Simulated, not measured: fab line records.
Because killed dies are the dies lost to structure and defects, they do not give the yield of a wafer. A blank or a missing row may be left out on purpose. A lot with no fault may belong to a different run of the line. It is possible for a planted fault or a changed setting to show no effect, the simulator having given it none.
One fault seen from 2 desks	flow gf180mcu	every desk sees just its own numbers, and what lay behind them comes last

== THE TOOL OWNER'S DESK: cmp-01 ==
The tool's own readings at GF_V1_CMP_04 (polishes SiO2): means of the sampled wafers that have a number, for each lot that ran on this tool. Marked OUT: a lot whose mean sits more than 4 standard deviations from the usual mean, which makes it out of limits; the brackets give that distance.
Columns: A = motorCurrentA at GF_V1_CMP_04, usual 12.1 A; B = timeToEndpointS at GF_V1_CMP_04, usual 82 s
lot	first seen here	A	B
L606	day 17 02:03	12.2	84
L607	day 17 12:21	11.6	82
L608	day 17 23:01	12.8	82
L609	day 18 03:29	11.3	81
L616	day 21 16:16	11.1	98
L617	day 22 00:07	12.2	90
L627	day 24 19:34	12.6	80
This desk found nothing out of limits on any of the 7 lots.

== THE METROLOGY DESK ==
What the gauges read for every lot (on any tool): the sampled wafers with a number, averaged. Marked OUT: a lot whose mean sits more than 4 standard deviations from the usual mean, which makes it out of limits; the brackets give that distance.
Columns: A = V1_BOW at GF_V1_BOW_MEAS_05, usual 84 um
lot	first seen here	A
L606	day 17 02:19	81
L607	day 17 12:37	87
L608	day 17 23:21	87
L609	day 18 03:44	81
L610	day 19 01:38	86
L616	day 21 16:35	90
L617	day 22 00:20	79
L621	day 22 23:47	83
L627	day 24 19:50	87
L628	day 25 06:37	92
L629	day 25 08:35	79
This desk found nothing out of limits on any of the 11 lots.

== TAKEN TOGETHER ==
The desk of the tool owner found nothing out of limits.
At the metrology desk, nothing out of limits was observed.

== WHAT THE SIMULATOR PUT IN ==
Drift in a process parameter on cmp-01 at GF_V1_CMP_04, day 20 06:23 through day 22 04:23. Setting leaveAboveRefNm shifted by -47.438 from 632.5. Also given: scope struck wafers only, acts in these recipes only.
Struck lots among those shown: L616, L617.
